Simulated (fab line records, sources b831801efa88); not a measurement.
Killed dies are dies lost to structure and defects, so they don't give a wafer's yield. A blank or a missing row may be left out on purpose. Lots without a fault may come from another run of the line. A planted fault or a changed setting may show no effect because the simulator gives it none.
One fault seen from 2 desks | flow sky130 | each desk has only its own numbers; what lay behind them comes last

THE TOOL OWNER'S DESK: plasma_asher-01
The tool's own readings at SKY_RES_XHIGH_STRIP_08 (strips in O2/N2): means of the sampled wafers that have a number, for each lot that ran on this tool. A lot is out of limits, marked OUT, if its mean lies more than 4 standard deviations from the usual mean; the brackets give that distance.
Columns: A = drypump_motor_current_A at SKY_RES_XHIGH_STRIP_08, usual 5.87 A; B = oes_product_au at SKY_RES_XHIGH_STRIP_08, usual 0.711 a.u.; C = strip_time_to_endpoint_s at SKY_RES_XHIGH_STRIP_08, usual 14.26 s
lot  | first seen here | A    | B               | C
L492 | day 27 11:59    | 5.71 | 0.716           | 14.17
L499 | day 30 04:26    | 5.64 | 0.908 (+46) OUT | -
This desk's finding: out of limits on L499; first on L499, day 30 04:26 (oes_product_au at SKY_RES_XHIGH_STRIP_08). In limits: L492.

THE METROLOGY DESK
What the gauges read, lot by lot, whatever tool the lot ran on: means of the sampled wafers that have a number. A lot is out of limits, marked OUT, if its mean lies more than 4 standard deviations from the usual mean; the brackets give that distance.
Columns: A = SD_N_TW at SKY_SD_N_TW_MEAS_12, usual 4001; B = LI_CONTACT_BOW at SKY_LI_CONTACT_BOW_MEAS_03, usual 57 um
lot  | first seen here | A                    | B
L490 | day 27 22:02    | 4011                 | 56
L489 | day 27 23:22    | 3968                 | 58
L492 | day 28 15:58    | 4010                 | 52
L499 | day 31 08:08    | 30 (-99 or more) OUT | 55
L503 | day 32 13:08    | 4013                 | 57
L505 | day 33 01:23    | 3982                 | 55
L506 | day 33 08:17    | 4040                 | 59
L507 | day 33 11:33    | 3981                 | 60
L508 | day 33 16:05    | 4000                 | 68
L509 | day 34 15:25    | 3989                 | 62
L510 | day 35 03:07    | 4015                 | 60
L512 | day 35 10:37    | 3999                 | 59
L511 | day 35 19:33    | 3983                 | 56
This desk's finding: out of limits on L499; first on L499, day 31 08:08 (SD_N_TW at SKY_SD_N_TW_MEAS_12). In limits: L490, L489, L492, L503, L505, L506, L507, L508, L509, L510, L512, L511.

PUT TOGETHER
The tool owner's desk could have raised an alarm at day 30 04:26, on L499.
The metrology desk could have raised an alarm at day 31 08:08, on L499.
Of the lots named, all ran SKY_RES_XHIGH_STRIP_08 on plasma_asher-01.

WHAT THE SIMULATOR HAD PUT IN
Strip aborted: plasma_asher-01, from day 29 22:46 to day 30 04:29, at SKY_RES_XHIGH_STRIP_08. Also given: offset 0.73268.
Lots struck among those shown: L499.
Hours from the fault's start to each desk's first reading out of limits: the tool owner's desk, 6; the metrology desk, 33.
